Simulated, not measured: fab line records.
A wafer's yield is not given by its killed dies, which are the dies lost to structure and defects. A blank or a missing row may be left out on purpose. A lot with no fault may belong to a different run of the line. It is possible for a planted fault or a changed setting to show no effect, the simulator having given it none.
Chamber matching | flow sky130 | rie_diel-04 running SKY_VIA3_ETCH_14: 4 sister chambers
The step etches BARC in N2/H2, stops on SiO2, time 45.9 s, target depth 60 nm. 16 wafers are shown with their chamber, then 8 later ones without.

== WAFERS PAIRED WITH THEIR CHAMBERS ==
wafer  | chamber | drypump_motor_current_A (A) | n2_flow_sccm (sccm) | throttle_valve_pct (%)
L301.2 | 3       | 5.6                         | 100.61              | 13.225
L301.3 | 0       | 6.1                         | 100.23              | 13.222
L301.5 | 0       | 6.0                         | 99.99               | 13.233
L302.1 | 0       | 6.1                         | 99.99               | 13.237
L302.3 | 1       | 6.1                         | 99.88               | 13.213
L302.5 | 0       | 6.0                         | 99.99               | 13.216
L306.3 | 0       | 6.1                         | 100.17              | 13.223
L306.5 | 3       | 5.6                         | 100.16              | 13.225
L306.6 | 2       | 5.7                         | 100.24              | 13.236
L308.2 | 2       | 5.7                         | 99.60               | 13.231
L308.4 | 0       | 6.1                         | 100.05              | 13.212
L308.5 | 0       | 6.1                         | 100.08              | 13.226
L309.3 | 2       | 5.6                         | 99.65               | 13.238
L309.4 | 3       | 5.6                         | 100.05              | 13.225
L309.5 | 2       | 5.7                         | 100.02              | 13.227
L310.2 | 1       | 6.1                         | 99.95               | 13.229

SIGNATURES (means of the wafers above)
reading                 | chamber 0 | chamber 1 | chamber 2 | chamber 3 | scatter within a chamber
drypump_motor_current_A | 6.071     | 6.100     | 5.675     | 5.600     | 0.0426
n2_flow_sccm            | 100.0714  | 99.9150   | 99.8775   | 100.2733  | 0.207
throttle_valve_pct      | 13.22414  | 13.22100  | 13.23300  | 13.22500  | 0.00747
Rule: a wafer lies at a distance from a chamber equal to the root of the sum of squares, over the readings, of (its reading less the chamber's mean, divided by the reading's scatter). If the next closest chamber is less than 2 further off than the closest, the wafer can't be placed; otherwise it belongs to the closest. The scatter is the square root of a quotient: the sum, over the shown wafers, of each reading's squared deviation from its chamber's mean, divided by wafers minus chambers.

== WAFERS WHOSE CHAMBER IS MISSING ==
wafer  | drypump_motor_current_A (A) | n2_flow_sccm (sccm) | throttle_valve_pct (%)
L310.3 | 6.0                         | 100.24              | 13.214
L310.4 | 6.0                         | 100.37              | 13.225
L311.1 | 6.2                         | 99.82               | 13.205
L311.2 | 5.6                         | 99.99               | 13.237
L311.3 | 6.0                         | 100.01              | 13.229
L315.2 | 5.6                         | 100.34              | 13.217
L315.3 | 6.0                         | 99.74               | 13.223
L315.4 | 6.2                         | 100.05              | 13.237

== WHICH CHAMBER EACH WENT THROUGH ==
wafer  | from the rows above     | in truth
L310.3 | can't be placed: 0 or 1 | 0
L310.4 | can't be placed: 0 or 1 | 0
L311.1 | can't be placed: 1 or 0 | 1
L311.2 | can't be placed: 2 or 3 | 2
L311.3 | can't be placed: 0 or 1 | 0
L315.2 | 3                       | 3
L315.3 | can't be placed: 0 or 1 | 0
L315.4 | can't be placed: 1 or 0 | 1
Correctly placed: 1 of 8. From these rows, 7 cannot be placed; in 7 the true chamber is one of the candidates. Number placed wrongly: 0.
